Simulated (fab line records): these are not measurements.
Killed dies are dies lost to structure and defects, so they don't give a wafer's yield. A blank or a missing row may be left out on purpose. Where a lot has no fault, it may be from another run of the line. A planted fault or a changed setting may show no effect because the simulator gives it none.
Which tool is to blame?    flow sfq_line    16 lots, 48 wafers sampled, at 2 steps of a route of 325

## WHAT THE GAUGES READ, wafer by wafer
SFQ_R5_OVL_MEAS_935. Usual: for R5_OVL the level is -2 nm and the standard deviation is 5.5.
lot   measured      on          R5_OVL (nm)  flag
L279  day 54 13:49  overlay-01  -11 -7 -2    
L280  day 55 01:49  overlay-02  0 6 0        
L281  day 55 12:38  overlay-01  -2 -1 0      
L282  day 55 22:14  overlay-02  5 -2 6       
L284  day 56 07:50  overlay-02  -2 -6 4      
L287  day 58 13:24  overlay-02  0 -1 1       
L288  day 58 21:48  overlay-02  6 3 4        
L289  day 59 05:01  overlay-02  0 -4 -7      
L290  day 59 12:12  overlay-01  -1 -9 -2     
L291  day 60 02:35  overlay-01  55 56 53     OFF
L292  day 60 06:11  overlay-01  41 50 48     OFF
L293  day 60 09:48  overlay-02  39 49 47     OFF
L294  day 62 04:40  overlay-02  44 45 45     OFF
L299  day 64 09:36  overlay-02  -3 -6 -11    
L300  day 64 21:36  overlay-01  -8 -10 -10   
L301  day 64 22:47  overlay-02  -5 0 -3      

## EACH LOT AND THE TOOL THAT RAN IT (in order: tool; ch and the chambers of the sampled wafers; start)
lot   SFQ_TRILAYER_R5_LITHO_EXPOSE_137
L279  krf_scanner-01 ch 0, day 54 12:19
L280  krf_scanner-01 ch 0, day 55 00:19
L281  krf_scanner-01 ch 0, day 55 11:19
L282  krf_scanner-01 ch 0, day 55 21:19
L284  krf_scanner-01 ch 0, day 56 06:43
L287  krf_scanner-02 ch 0, day 58 12:17
L288  krf_scanner-02 ch 0, day 58 20:29
L289  krf_scanner-02 ch 0, day 59 04:05
L290  krf_scanner-02 ch 0, day 59 10:53
L291  krf_scanner-02 ch 0, day 60 01:05
L292  krf_scanner-02 ch 0, day 60 04:41
L293  krf_scanner-02 ch 0, day 60 08:41
L294  krf_scanner-02 ch 0, day 62 03:10
L299  krf_scanner-01 ch 0, day 64 08:17
L300  krf_scanner-01 ch 0, day 64 20:17
L301  krf_scanner-01 ch 0, day 64 21:17
- SFQ_TRILAYER_R5_LITHO_EXPOSE_137: exposes mask R5, target cd 500 nm.

## WHAT THE TOOLS THEMSELVES READ (means of the sampled wafers that have a number; where no wafer has one, the mark that the record gives instead)
The record holds no such reading with a usual standard deviation.

## THE ANSWER, worked out from the rows above alone
Rule: lot off if the mean of its wafers having a number is beyond 3 standard deviations from the usual mean. Also off: a lot with no number at a reading for which 4 or more lots have one. All remaining lots with rows at the step are treated as sound. First the gauges in route order, then the tools' own readings, where a lot's mean is used as printed above. The first step at which some lot is off is used, and at that step the reading that is off furthest; a lot without a number counts as furthest.
Off: L291, L292, L293, L294, at SFQ_R5_OVL_MEAS_935 (R5_OVL).
A tool fits if, at a process step before that reading, it ran every lot that is off, and no sound lot after the first of them. The gauges at SFQ_R5_OVL_MEAS_935 are tried like those tools. One fits: SFQ_TRILAYER_R5_LITHO_EXPOSE_137 on krf_scanner-02. A fault onset in the window from L290 (day 59 10:53, its last sound lot) to L291 (day 60 01:05, its first lot off) fits.

## WHAT THE SIMULATOR HAD INSERTED
Scanner matching overlay: krf_scanner-02, from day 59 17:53 on, at SFQ_TRILAYER_R5_LITHO_EXPOSE_137. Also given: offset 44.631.
Shown lots that were struck: L291, L292, L293, L294. The rule above reached the same finding.
